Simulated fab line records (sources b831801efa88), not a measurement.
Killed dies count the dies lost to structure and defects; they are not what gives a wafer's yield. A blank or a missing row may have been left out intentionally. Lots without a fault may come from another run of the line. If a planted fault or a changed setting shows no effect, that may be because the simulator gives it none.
A single fault, viewed from 2 desks -- flow sky130 -- what lay behind the numbers comes last; until then each desk has only its own

THE TOOL OWNER'S DESK: implanter-02
The tool's own readings at SKY_SONOS_TUNNEL_IMPLANT_09: means of the sampled wafers that have a number, for each lot that ran on this tool. A lot is out of limits, marked OUT, if its mean lies more than 4 standard deviations from the usual mean; the brackets give that distance.
Columns: A = beam energy keV at SKY_SONOS_TUNNEL_IMPLANT_09, usual 20.000; B = dose ions cm2 at SKY_SONOS_TUNNEL_IMPLANT_09, usual 1e+12; C = faraday current uA at SKY_SONOS_TUNNEL_IMPLANT_09, usual 5.63
lot,first seen here,A,B,C
L373,day 11 17:01,20.006,1e+12,5.59
L374,day 11 21:36,20.004,1e+12,5.56
L380,day 13 18:20,20.003,1e+12,5.64
L381,day 14 07:50,19.996,1e+12,5.78
L386,day 15 17:56,20.002,3e+11 (-99 or more) OUT,1.67 (-33) OUT
L388,day 16 12:37,19.998,3e+11 (-99 or more) OUT,1.65 (-33) OUT
L396,day 19 03:53,19.997,1e+12,5.67
This desk's finding: out of limits on L386, L388; first on L386, day 15 17:56 (dose ions cm2 at SKY_SONOS_TUNNEL_IMPLANT_09). L373, L374, L380, L381, L396: within limits.

AT THE METROLOGY DESK
What the gauges read, lot by lot, whatever tool the lot ran on: means of the sampled wafers that have a number. A lot is out of limits, marked OUT, if its mean lies more than 4 standard deviations from the usual mean; the brackets give that distance.
Columns: A = SONOS_TUNNEL_TW at SKY_SONOS_TUNNEL_TW_MEAS_12, usual 197.8; B = METAL1_OVL at SKY_METAL1_OVL_MEAS_16, usual -1 nm
lot,first seen here,A,B
L373,day 11 17:25,197.6,6
L374,day 11 21:59,198.7,-3
L375,day 12 07:47,195.7,-3
L377,day 13 04:07,195.9,-2
L380,day 13 18:50,199.0,0
L381,day 14 08:18,196.5,-6
L384,day 15 08:15,198.8,0
L386,day 15 18:19,140.5 (-38) OUT,3
L388,day 16 13:03,140.7 (-38) OUT,4
L393,day 18 09:49,196.8,-1
L395,day 18 20:37,199.2,-3
L396,day 19 04:18,199.7,-5
This desk's finding: out of limits on L386, L388; first on L386, day 15 18:19 (SONOS_TUNNEL_TW at SKY_SONOS_TUNNEL_TW_MEAS_12). L373, L374, L375, L377, L380, L381, L384, L393, L395, L396: within limits.

PUT TOGETHER
The tool owner's desk could have raised an alarm at day 15 17:56, on L386, L388.
L386, L388 would have let the metrology desk raise an alarm at day 15 18:19.
Every lot named ran SKY_SONOS_TUNNEL_IMPLANT_09 on implanter-02.

WHAT THE SIMULATOR HAD INSERTED
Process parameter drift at SKY_SONOS_TUNNEL_IMPLANT_09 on implanter-02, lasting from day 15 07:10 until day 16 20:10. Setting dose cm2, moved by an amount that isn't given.
Lots struck among those shown: L386, L388.
Fault start to first reading out of limits, in hours, per desk: tool owner, 11; metrology, 11.
